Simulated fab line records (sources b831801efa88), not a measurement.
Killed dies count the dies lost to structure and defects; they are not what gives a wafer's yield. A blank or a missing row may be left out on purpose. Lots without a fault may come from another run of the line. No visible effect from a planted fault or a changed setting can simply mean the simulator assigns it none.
fab line records | flow sfq_line
record: lots: 7 wafers: 21 last_day: 80
route steps=325 shown C5@246 M6@251 I6@266 M7@281 M8@325
lots with no fault: from the same line, run without faults
start_h: hours from the record's opening day to when the first of the lot's shown wafers began | wait_h: hours elapsed since this lot's preceding step | " the same as in the row above | L1.1+2: a single row standing in for several wafers | - no value, or no start was given | * or withheld: withheld | < > ~ a bound
route shown NAME@n: names a module that has steps shown in the file, with the first one's number in the route | usual: mean/standard deviation taken from wafers without a fault | same: alike in all rows | chamber/n: place in a boat | sites: the reading at each site | _std_site: the standard deviation of these | _edge_site: the outer-site mean with the inner-site mean subtracted | radius_mm: how far each site lies from the wafer's centre | mask NAME#n: copy n | behind: the tool/chamber that last shaped the wafer | hold: what put the lot on hold/how long, in hours/how the hold closed | device: whichever transistor did not switch (one of n, p or np) | end of line: the route-end tests of the same wafers | a step without rows: its recipe alone | killed: count of dies lost to structure and defects at first sort (not the wafer's yield) | map: dies across one wafer; x = killed, . = not, _ = none there
set.NAME: the setting the step ran with; set.NAME@STEP: the setting that earlier step ran with | model.NAME: the simulator's own value behind a step, which no gauge read
lots at selected steps of the route; one table per step, one row per wafer
services: from which hour (start_h, from the record's first day; less than 0 if before it) a tool's chamber was out of use, for how many hours, and why
== steps ==
step: SFQ_C5_OVL_MEAS_937
usual: C5_OVL: -3/6.2
columns lot.wafer tool chamber start_h wait_h C5_OVL[nm]
L694.4 overlay-02 - 1448.14 0.1 -1
L694.5 " - " " -6
L694.6 " - " " 0
L697.3 overlay-02 - 1596.94 0.1 -1
L697.4 " - " " -13
L697.5 " - " " -8
L699.1 overlay-01 - 1600.53 0.1 -16
L699.2 " - " " -7
L699.5 " - " " -6
L706.1 overlay-01 - 1671.77 0.1 2
L706.2 " - " " -1
L706.6 " - " " -3
L707.1 overlay-01 - 1676.20 0.1 1
L707.3 " - " " 7
L707.6 " - " " -2
L708.1 overlay-02 - 1677.40 0.1 1
L708.3 " - " " 0
L708.4 " - " " -2
L709.2 overlay-02 - 1679.81 0.1 0
L709.3 " - " " 2
L709.4 " - " " -5
step: SFQ_TRILAYER_C5_BARC_OPEN_VIA_ETCH_210
recipe: mask_material: PR chemistry: O2 target_depth_nm: 125 target: BARC source_w: 500 bias_w: 80 pressure_mtorr: 30 time_s: 41.7
step: SFQ_TRILAYER_C5_ETCH_VIA_ETCH_154
recipe: target: SiO2 mask_material: PR chemistry: CHF3 target_depth_nm: 84 source_w: 500 bias_w: 80 pressure_mtorr: 30 time_s: withheld stop_on: Nb
usual: drypump_motor_current_A: 5.7/0.66 oes_product_au: 0.895/0.0082
columns lot.wafer tool chamber start_h wait_h drypump_motor_current_A oes_product_au
L694.4 rie_diel-03 3 1448.19 0.0 5.2 0.898
L694.5 " 2 " " 6.5 0.893
L694.6 " 3 " " 5.2 0.885
L697.3 rie_diel-02 3 1597.01 0.0 5.8 0.895
L697.4 " 0 " " 6.3 0.895
L697.5 " 0 " " 6.3 0.906
L699.1 rie_diel-02 1 1600.61 0.0 4.8 0.888
L699.2 " 0 " " 6.3 0.896
L699.5 " 2 " " 5.6 0.897
L706.1 rie_diel-01 2 1671.86 0.0 5.7 0.883
L706.2 " 3 " " 6.5 0.891
L706.6 " 2 " " 5.6 0.891
L707.1 rie_diel-01 2 1676.30 0.0 5.6 0.905
L707.3 " 2 " " 5.6 0.891
L707.6 " 3 " " 6.5 0.905
L708.1 rie_diel-03 1 1677.48 0.0 6.5 0.898
L708.3 " 2 " " 6.5 0.889
L708.4 " 3 " " 5.2 0.902
L709.2 rie_diel-02 1 1679.88 0.0 4.8 0.884
L709.3 " 0 " " 6.4 0.884
L709.4 " 2 " " 5.6 0.898
step: SFQ_TRILAYER_C5_STRIP_STRIP_155
recipe: gas: O2 power_w: 200 platen_temp_c: 40 overash_fraction: 0.65 chemistry: O2 pressure_mtorr: 50
step: SFQ_TRILAYER_C5_STRIP_SOLV_CLEAN_156
recipe: chemistry: NMP temp_c: 70 time_s: 600
step: SFQ_TRILAYER_M6_DEP_PRE_CLEAN_158
recipe: gas: Ar time_s: 22.5 bias_v: 250
step: SFQ_TRILAYER_M6_DEP_SPUTTER_157
recipe: material: Nb base_pressure_pa: 1.33e-06 chamber_pressure_pa: 0.1333 substrate_temp_c: 20 target_thk_nm: 200 power_w: 2000 time_s: 133.3
usual: throttle_valve_pct: 30.1/0.91
columns lot.wafer tool chamber start_h wait_h throttle_valve_pct
L694.4 pvd_sputter-04 - 1449.65 0.0 30.8
L694.5 " - " " 29.3
L694.6 " - " " 31.2
L697.3 pvd_sputter-05 - 1597.88 0.0 29.3
L697.4 " - " " 32.0
L697.5 " - " " 30.0
L699.1 pvd_sputter-06 - 1601.46 0.0 30.2
L699.2 " - " " 29.2
L699.5 " - " " 28.9
L706.1 pvd_sputter-05 - 1672.74 0.0 29.5
L706.2 " - " " 31.7
L706.6 " - " " 29.4
L707.1 pvd_sputter-06 - 1677.17 0.0 29.5
L707.3 " - " " 28.8
L707.6 " - " " 30.0
L708.1 pvd_sputter-05 - 1678.33 0.0 29.5
L708.3 " - " " 30.2
L708.4 " - " " 29.6
L709.2 pvd_sputter-06 - 1680.73 0.0 30.2
L709.3 " - " " 29.1
L709.4 " - " " 31.2
step: SFQ_M6_RS_MEAS_938
recipe: thk_meas_gauge: four-point-probe reads: Nb_of_TRILAYER_M6_DEP_SPUTTER_157
usual: M6_NB_RS: 0.889/0.0093
columns lot.wafer tool chamber start_h wait_h M6_NB_RS[ohm/sq]
L694.4 film_metro-01 - 1449.80 0.1 0.898
L694.5 " - " " 0.895
L694.6 " - " " 0.894
L697.3 film_metro-02 - 1598.01 0.1 0.888
L697.4 " - " " 0.884
L697.5 " - " " 0.888
L699.1 film_metro-02 - 1601.55 0.0 0.880
L699.2 " - " " 0.890
L699.5 " - " " 0.884
L706.1 film_metro-01 - 1672.83 0.0 0.885
L706.2 " - " " 0.888
L706.6 " - " " 0.895
L707.1 film_metro-04 - 1677.27 0.0 0.880
L707.3 " - " " 0.883
L707.6 " - " " 0.895
L708.1 film_metro-02 - 1678.42 0.0 0.897
L708.3 " - " " 0.886
L708.4 " - " " 0.899
L709.2 film_metro-01 - 1680.84 0.1 0.907
L709.3 " - " " 0.905
L709.4 " - " " 0.912
step: SFQ_TRILAYER_M6_LITHO_COAT_164
recipe: resist: BARC spin_rpm: 3000 resist_thk_nm: 62
step: SFQ_TRILAYER_M6_LITHO_COAT_159
recipe: resist: KrF spin_rpm: 3000 resist_thk_nm: 600
step: SFQ_TRILAYER_M6_LITHO_SOFTBAKE_163
recipe: temp_c: withheld time_s: withheld resist: KrF
step: SFQ_TRILAYER_M6_LITHO_EXPOSE_160
recipe: mask_id: M6 na: 0.6 source_shape: conventional sigma_outer: 0.65 target_cd_nm: 500 dose_mj: 14.4
usual: exposure_dose_mJ_cm2: 14.398/0.017
columns lot.wafer tool chamber start_h wait_h mask exposure_dose_mJ_cm2
L694.4 krf_scanner-01 0 1586.78 - M6#0 14.419
L694.5 " 0 " " M6#0 14.406
L694.6 " 0 " " M6#0 14.408
L697.3 krf_scanner-01 0 1633.45 - M6#0 14.412
L697.4 " 0 " " M6#0 14.396
L697.5 " 0 " " M6#0 14.378
L699.1 krf_scanner-01 0 1637.87 - M6#0 14.406
L699.2 " 0 " " M6#0 14.382
L699.5 " 0 " " M6#0 14.395
L706.1 krf_scanner-01 0 1702.30 - M6#0 14.380
L706.2 " 0 " " M6#0 14.392
L706.6 " 0 " " M6#0 14.383
L707.1 krf_scanner-01 0 1704.70 - M6#0 9.893
L707.3 " 0 " " M6#0 9.894
L707.6 " 0 " " M6#0 9.893
L708.1 krf_scanner-01 0 1705.90 - M6#0 9.931
L708.3 " 0 " " M6#0 9.912
L708.4 " 0 " " M6#0 9.941
L709.2 krf_scanner-01 0 1708.50 - M6#0 9.939
L709.3 " 0 " " M6#0 9.920
L709.4 " 0 " " M6#0 9.937
step: SFQ_TRILAYER_M6_LITHO_PEB_162
recipe: peb_temp_c: 115 peb_time_s: 60 resist: KrF
step: SFQ_TRILAYER_M6_LITHO_DEVELOP_161
recipe: time_s: 60 resist: KrF
step: SFQ_M6_OVL_MEAS_940
usual: M6_OVL: -1/5.6
columns lot.wafer tool chamber start_h wait_h M6_OVL[nm]
L694.4 overlay-01 - 1587.70 0.1 -12
L694.5 " - " " 1
L694.6 " - " " -9
L697.3 overlay-01 - 1634.57 0.1 -11
L697.4 " - " " -5
L697.5 " - " " -9
L699.1 overlay-01 - 1639.37 0.1 -6
L699.2 " - " " -5
L699.5 " - " " -12
L706.1 overlay-01 - 1703.80 0.1 -4
L706.2 " - " " 11
L706.6 " - " " 4
L707.1 overlay-01 - 1706.20 0.1 -2
L707.3 " - " " 3
L707.6 " - " " 0
L708.1 overlay-01 - 1707.40 0.1 -1
L708.3 " - " " -6
L708.4 " - " " -3
L709.2 overlay-01 - 1709.81 0.1 7
L709.3 " - " " -8
L709.4 " - " " 3
step: SFQ_TRILAYER_M6_BARC_OPEN_METAL_ETCH_206
recipe: mask_material: PR chemistry: O2 target_depth_nm: 125 target: BARC icp_w: 600 bias_w: 80 pressure_mtorr: 10 time_s: 41.7
usual: drypump_motor_current_A: 5.5/0.44 oes_product_au: 0.686/0.0045
columns lot.wafer tool chamber start_h wait_h drypump_motor_current_A oes_product_au rf_hours_counter_h model.M6.cd_nm
L694.4 rie_metal-04 1 1587.74 0.0 5.0 0.685 - 499.4
L694.5 " 0 " " 5.2 0.687 - 498.3
L694.6 " 1 " " 5.0 0.683 - 500.4
L697.3 rie_metal-01 0 1634.61 0.0 6.1 0.679 - 496.9
L697.4 " 1 " " 5.5 0.690 - 498
L697.5 " 1 " " 5.5 0.684 - 498.3
L699.1 rie_metal-01 0 1639.40 0.0 6.1 0.690 89 499.8
L699.2 " 1 " " 5.5 0.685 36 501.3
L699.5 " 0 " " 6.1 0.685 - 500.8
L706.1 rie_metal-03 0 1703.84 0.0 6.1 0.690 58 500.1
L706.2 " 1 " " 5.0 0.688 82 498.6
L706.6 " 0 " " 6.1 0.686 - 499.4
L707.1 rie_metal-01 1 1706.24 0.0 5.5 0.686 48 563
L707.3 " 0 " " 6.1 0.688 - 564.5
L707.6 " 0 " " 6.1 0.683 - 563.6
L708.1 rie_metal-01 1 1707.44 0.0 5.5 0.687 49 558.3
L708.3 " 0 " " 6.1 0.693 - 558.1
L708.4 " 1 " " 5.5 0.683 - 558.1
L709.2 rie_metal-03 0 1709.84 0.0 6.0 0.682 60 559.8
L709.3 " 1 " " 4.9 0.688 - 561.4
L709.4 " 0 " " 6.0 0.683 - 560.6
step: SFQ_TRILAYER_M6_ETCH_METAL_ETCH_162
recipe: target: Nb stop_on: SiO2 mask_material: PR chemistry: Cl2/Ar target_depth_nm: 240 icp_w: 600 bias_w: 80 pressure_mtorr: 10 time_s: 120
usual: drypump_motor_current_A: 5.5/0.44 oes_product_au: 0.894/0.0067
columns lot.wafer tool chamber start_h wait_h drypump_motor_current_A oes_product_au rf_hours_counter_h model.M6.cd_nm
L694.4 rie_metal-04 1 1587.82 0.1 5.0 0.888 - 499.3
L694.5 " 0 " " 5.3 0.892 - 498.1
L694.6 " 1 " " 5.0 0.900 - 499.9
L697.3 rie_metal-01 0 1634.69 0.1 6.1 0.885 - 496.4
L697.4 " 1 " " 5.5 0.896 - 498.3
L697.5 " 1 " " 5.5 0.897 - 498.8
L699.1 rie_metal-01 0 1639.46 0.0 6.1 0.896 89 498.7
L699.2 " 1 " " 5.5 0.894 36 501
L699.5 " 0 " " 6.1 0.900 - 499.6
L706.1 rie_metal-03 0 1703.90 0.0 6.0 0.900 58 501
L706.2 " 1 " " 5.0 0.893 82 497.4
L706.6 " 0 " " 6.0 0.893 - 500.3
L707.1 rie_metal-01 1 1706.30 0.0 5.5 0.897 48 563.8
L707.3 " 0 " " 6.1 0.903 - 564.1
L707.6 " 0 " " 6.1 0.888 - 563.9
L708.1 rie_metal-01 1 1707.50 0.0 5.5 0.886 49 559.7
L708.3 " 0 " " 6.1 0.898 - 557.5
L708.4 " 1 " " 5.5 0.886 - 559.1
L709.2 rie_metal-03 0 1709.90 0.0 6.1 0.888 60 559.8
L709.3 " 1 " " 4.9 0.887 - 562.5
L709.4 " 0 " " 6.0 0.881 - 562
step: SFQ_TRILAYER_M6_STRIP_STRIP_163
recipe: gas: O2 power_w: 200 platen_temp_c: 40 overash_fraction: 0.65 chemistry: O2 pressure_mtorr: 50
step: SFQ_TRILAYER_M6_STRIP_SOLV_CLEAN_164
recipe: chemistry: NMP temp_c: 70 time_s: 600
step: SFQ_TRILAYER_I6_DEP_PECVD_165
recipe: material: SiO2 temp_c: 150 time_s: 111.11 pressure_torr: 2.4 rf_w: 183.3 precursor: SiH4/N2O target_thk_nm: 500
step: SFQ_TRILAYER_I6_CMP_CMP_166
recipe: material: SiO2 down_force_psi: 3 platen_rpm: 60 pad_velocity_m_s: 0.94248
usual: edge_zone_pressure_frac: 0.999/0.0056 motor_current_A: 10.5/1 time_to_endpoint_s: 211/7.1
columns lot.wafer tool chamber start_h wait_h edge_zone_pressure_frac motor_current_A time_to_endpoint_s
L694.4 cmp-02 0 1590.26 1.5 1.006 10.1 218
L694.6 " 1 " " 0.996 10.8 212
L694.5 " 2 " " 0.982 9.9 211
L697.4 cmp-02 0 1635.63 0.0 0.995 9.8 215
L697.3 " 1 " " 0.995 11.7 202
L697.5 " 1 1638.13 2.5 0.998 10.3 202
L699.2 cmp-01 2 1644.44 4.0 0.998 10.3 218
L699.1 " 0 1645.44 5.0 0.995 11.7 220
L699.5 " 2 1646.44 6.0 1.005 9.8 225
L706.1 cmp-02 3 1705.88 1.0 1.011 9.7 201
L706.2 " 0 " " 1.002 9.9 208
L706.6 " 1 " " 0.997 11.5 210
L707.1 cmp-02 1 1707.88 0.6 0.997 11.0 205
L707.3 " 0 1709.38 2.1 1.001 9.9 218
L707.6 " 1 " " 0.993 11.1 214
L708.3 cmp-02 1 1710.88 2.4 0.999 11.5 206
L708.1 " 3 1711.88 3.4 1.002 9.2 201
L708.4 " 0 " " 1.001 10.0 214
L709.3 cmp-01 1 1712.08 1.2 0.992 12.0 213
L709.4 " 3 1713.08 2.2 0.996 11.9 217
L709.2 " 0 " " 1.002 12.5 209
step: SFQ_I6_BOW_MEAS_941
recipe: mode: bow
usual: I6_BOW: 8/10
columns lot.wafer tool chamber start_h wait_h I6_BOW[um]
L694.4 film_metro-02 - 1591.82 1.1 5
L694.5 " - " " -3
L694.6 " - " " 15
L697.3 film_metro-03 - 1638.67 2.0 -4
L697.4 " - " " 5
L697.5 " - " " 13
L699.1 film_metro-02 - 1647.44 1.5 -4
L699.2 " - " " -9
L699.5 " - " " 4
L706.1 film_metro-01 - 1707.88 1.5 33
L706.2 " - " " 24
L706.6 " - " " 23
L707.1 film_metro-03 - 1710.88 2.5 2
L707.3 " - " " 13
L707.6 " - " " 6
L708.1 film_metro-01 - 1713.88 1.5 -2
L708.3 " - " " -9
L708.4 " - " " 5
L709.2 film_metro-02 - 1715.10 1.0 2
L709.3 " - " " 14
L709.4 " - " " 6
step: SFQ_TRILAYER_I6_METRO_MEASURE_167
step: SFQ_TRILAYER_I6_VIA_LITHO_COAT_174
recipe: resist: BARC spin_rpm: 3000 resist_thk_nm: 62
step: SFQ_TRILAYER_I6_VIA_LITHO_COAT_169
recipe: resist: KrF spin_rpm: 3000 resist_thk_nm: 650
step: SFQ_TRILAYER_I6_VIA_LITHO_SOFTBAKE_173
recipe: temp_c: withheld time_s: withheld resist: KrF
step: SFQ_TRILAYER_I6_VIA_LITHO_EXPOSE_170
recipe: mask_id: I6 na: 0.6 source_shape: conventional sigma_outer: 0.65 target_cd_nm: 700 dose_mj: 21.3
step: SFQ_TRILAYER_I6_VIA_LITHO_PEB_172
recipe: peb_temp_c: 115 peb_time_s: 60 resist: KrF
step: SFQ_TRILAYER_I6_VIA_LITHO_DEVELOP_171
recipe: time_s: 60 resist: KrF
step: SFQ_I6_OVL_MEAS_942
usual: I6_OVL: -2/5.8
columns lot.wafer tool chamber start_h wait_h I6_OVL[nm]
L694.4 overlay-01 - 1633.37 0.1 1
L694.5 " - " " -3
L694.6 " - " " -2
L697.3 overlay-01 - 1664.58 0.1 2
L697.4 " - " " -6
L697.5 " - " " 4
L699.1 overlay-01 - 1672.97 0.1 -9
L699.2 " - " " -4
L699.5 " - " " 1
L706.1 overlay-02 - 1731.20 0.1 5
L706.2 " - " " -10
L706.6 " - " " 0
L707.1 overlay-02 - 1733.60 0.1 -4
L707.3 " - " " -6
L707.6 " - " " -14
L708.1 overlay-02 - 1734.80 0.1 -13
L708.3 " - " " -6
L708.4 " - " " 2
L709.2 overlay-02 - 1736.01 0.1 6
L709.3 " - " " 3
L709.4 " - " " 7
step: SFQ_TRILAYER_I6_VIA_BARC_OPEN_VIA_ETCH_235
recipe: mask_material: PR chemistry: O2 target_depth_nm: 125 target: BARC source_w: 500 bias_w: 80 pressure_mtorr: 30 time_s: 41.7
usual: drypump_motor_current_A: 5.8/0.58 oes_product_au: 0.685/0.0046
columns lot.wafer tool chamber start_h wait_h drypump_motor_current_A oes_product_au rf_hours_counter_h
L694.4 rie_diel-04 1 1633.39 0.0 6.2 0.677 9
L694.5 " 3 " " 6.3 0.687 -
L694.6 " 0 " " 5.6 0.684 -
L697.3 rie_diel-03 1 1664.60 0.0 6.5 0.677 16
L697.4 " 2 " " 6.5 0.682 4
L697.5 " 1 " " 6.5 0.682 -
L699.1 rie_diel-03 1 1673.00 0.0 6.5 0.682 16
L699.2 " 0 " " 5.1 0.679 9
L699.5 " 2 " " 6.5 0.686 -
L706.1 rie_diel-04 0 1731.24 0.0 5.5 0.696 19
L706.2 " 3 " " 6.2 0.678 16
L706.6 " 3 " " 6.2 0.683 -
L707.1 rie_diel-03 3 1733.64 0.0 5.2 0.683 2
L707.3 " 1 " " 6.5 0.686 17
L707.6 " 0 " " 5.1 0.680 -
L708.1 rie_diel-02 3 1734.84 0.0 5.8 0.687 3
L708.3 " 0 " " 6.4 0.681 19
L708.4 " 1 " " 4.8 0.689 18
L709.2 rie_diel-03 1 1736.04 0.0 6.5 0.682 17
L709.3 " 2 " " 6.5 0.678 5
L709.4 " 0 " " 5.1 0.685 10
step: SFQ_TRILAYER_I6_VIA_ETCH_VIA_ETCH_172
recipe: target: SiO2 stop_on: Nb mask_material: PR taper_deg: 20 chemistry: CHF3 target_depth_nm: 260 source_w: 500 bias_w: 80 pressure_mtorr: 30 time_s: withheld
usual: drypump_motor_current_A: 5.8/0.58 oes_product_au: 0.854/0.0046
columns lot.wafer tool chamber start_h wait_h drypump_motor_current_A oes_product_au
L694.4 rie_diel-04 1 1633.43 0.0 6.2 0.856
L694.5 " 3 " " 6.2 0.844
L694.6 " 0 " " 5.5 0.853
L697.3 rie_diel-03 1 1664.64 0.0 6.5 0.855
L697.4 " 2 " " 6.5 0.856
L697.5 " 1 " " 6.5 0.854
L699.1 rie_diel-03 1 1673.04 0.0 6.5 0.852
L699.2 " 0 " " 5.1 0.853
L699.5 " 2 " " 6.5 0.854
L706.1 rie_diel-04 0 1731.28 0.0 5.6 0.857
L706.2 " 3 " " 6.3 0.856
L706.6 " 3 " " 6.2 0.854
L707.1 rie_diel-03 3 1733.68 0.0 5.2 0.848
L707.3 " 1 " " 6.5 0.858
L707.6 " 0 " " 5.1 0.848
L708.1 rie_diel-02 3 1734.88 0.0 5.8 0.855
L708.3 " 0 " " 6.4 0.849
L708.4 " 1 " " 4.8 0.856
L709.2 rie_diel-03 1 1736.08 0.0 6.5 0.862
L709.3 " 2 " " 6.5 0.854
L709.4 " 0 " " 5.1 0.855
step: SFQ_TRILAYER_I6_VIA_STRIP_STRIP_173
recipe: gas: O2 power_w: 200 platen_temp_c: 40 overash_fraction: 0.65 chemistry: O2 pressure_mtorr: 50
step: SFQ_TRILAYER_I6_VIA_STRIP_SOLV_CLEAN_174
recipe: chemistry: NMP temp_c: 70 time_s: 600
step: SFQ_TRILAYER_M7_DEP_PRE_CLEAN_176
recipe: gas: Ar time_s: 22.5 bias_v: 250
step: SFQ_TRILAYER_M7_DEP_SPUTTER_175
recipe: material: Nb base_pressure_pa: 1.33e-06 chamber_pressure_pa: 0.1333 substrate_temp_c: 20 target_thk_nm: 200 power_w: 2000 time_s: 133.3
step: SFQ_M7_RS_MEAS_943
recipe: thk_meas_gauge: four-point-probe reads: Nb_of_TRILAYER_M7_DEP_SPUTTER_175
usual: M7_NB_RS: 0.887/0.0072
columns lot.wafer tool chamber start_h wait_h M7_NB_RS[ohm/sq]
L694.4 film_metro-03 - 1634.50 0.1 0.895
L694.5 " - " " 0.895
L694.6 " - " " 0.897
L697.3 film_metro-04 - 1665.69 0.1 0.890
L697.4 " - " " 0.904
L697.5 " - " " 0.892
L699.1 film_metro-04 - 1674.05 0.0 0.888
L699.2 " - " " 0.886
L699.5 " - " " 0.892
L706.1 film_metro-04 - 1732.29 0.0 0.874
L706.2 " - " " 0.873
L706.6 " - " " 0.879
L707.1 film_metro-01 - 1734.69 0.0 0.884
L707.3 " - " " 0.883
L707.6 " - " " 0.887
L708.1 film_metro-01 - 1735.90 0.0 0.900
L708.3 " - " " 0.885
L708.4 " - " " 0.901
L709.2 film_metro-03 - 1737.12 0.1 0.891
L709.3 " - " " 0.887
L709.4 " - " " 0.888
step: SFQ_TRILAYER_M7_LITHO_COAT_182
recipe: resist: BARC spin_rpm: 3000 resist_thk_nm: 62
step: SFQ_TRILAYER_M7_LITHO_COAT_177
recipe: resist: KrF spin_rpm: 3000 resist_thk_nm: 600
step: SFQ_TRILAYER_M7_LITHO_SOFTBAKE_181
recipe: temp_c: withheld time_s: withheld resist: KrF
step: SFQ_M8_BOW_MEAS_951
recipe: mode: bow
usual: M8_BOW: 8/11
columns lot.wafer tool chamber start_h wait_h M8_BOW[um] model.etest.m6.ohm_um
L694.4 film_metro-02 - 1782.43 0.1 5 1.796
L694.5 " - " " -4 1.791
L694.6 " - " " 16 1.786
L697.3 film_metro-01 - 1802.91 0.0 -1 1.787
L697.4 " - " " 7 1.771
L697.5 " - " " 17 1.778
L699.1 film_metro-02 - 1815.97 0.0 1 1.766
L699.2 " - " " -4 1.776
L699.5 " - " " 10 1.768
L706.1 film_metro-04 - 1905.52 0.0 32 1.766
L706.2 " - " " 23 1.79
L706.6 " - " " 21 1.788
L707.1 film_metro-02 - 1915.12 0.0 4 1.562
L707.3 " - " " 15 1.565
L707.6 " - " " 7 1.586
L708.1 film_metro-01 - 1921.21 0.0 -3 1.601
L708.3 " - " " -11 1.587
L708.4 " - " " 4 1.607
L709.2 film_metro-01 - 1925.94 0.0 -2 1.621
L709.3 " - " " 12 1.602
L709.4 " - " " 3 1.623
== services ==
columns tool chamber start_h hours kind
rie_diel-02 3 1426.18 2.5 repair
cmp-02 - 1427.65 26.4 repair
cmp-02 - 1432.48 1.0 repair
cmp-02 - 1439.32 4.4 repair
rie_metal-01 0 1473.61 1.1 repair
rie_diel-02 1 1474.56 4.7 repair
cmp-02 - 1474.99 4.2 pm
rie_diel-03 1 1485.58 1.5 repair
krf_scanner-01 - 1506.90 0.3 repair
cmp-02 - 1526.42 1.0 repair
cmp-02 - 1537.89 11.4 repair
rie_diel-02 0 1542.39 7.6 repair
rie_diel-02 2 1561.13 1.2 repair
krf_scanner-01 - 1563.88 0.6 repair
cmp-02 - 1570.94 1.0 repair
cmp-02 - 1572.26 5.9 pm
krf_scanner-01 - 1581.58 1.0 pm
krf_scanner-01 - 1590.98 1.3 pm
cmp-02 - 1598.61 4.0 pm
krf_scanner-01 - 1606.23 4.0 pm
rie_diel-02 - 1616.19 0.7 repair
cmp-02 - 1675.71 11.4 pm
rie_diel-02 - 1675.91 2.8 pm
krf_scanner-01 - 1711.90 1.0 pm
== key ==
first_sign: step: SFQ_TRILAYER_M6_LITHO_EXPOSE_160 reading: exposure_dose_mJ_cm2 direction: down sigmas: 99+ usual: 14.398 struck: 9.918
effect none on later readings
model_effect: step: SFQ_TRILAYER_M6_BARC_OPEN_METAL_ETCH_206 value: M6.cd_nm without: 501.1 struck: 560.8
model_effect: step: SFQ_TRILAYER_M6_ETCH_METAL_ETCH_162 value: M6.cd_nm without: 501.6 struck: 561.4
model_effect: step: SFQ_M8_BOW_MEAS_951 value: etest.m6.ohm_um without: 1.785 struck: 1.595
met_at SFQ_TRILAYER_M6_LITHO_EXPOSE_160
struck_wafers L707.1,L707.3,L707.6,L708.1,L708.3,L708.4,L709.2,L709.3,L709.4
fault: kind: process_parameter_drift tool: krf_scanner-01 chamber: - onset_h: 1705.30 steps: SFQ_TRILAYER_M6_LITHO_EXPOSE_160 channel: dose_mj offset: -4.4792 shape: step acts_in: these_recipes_only stated: 14.4
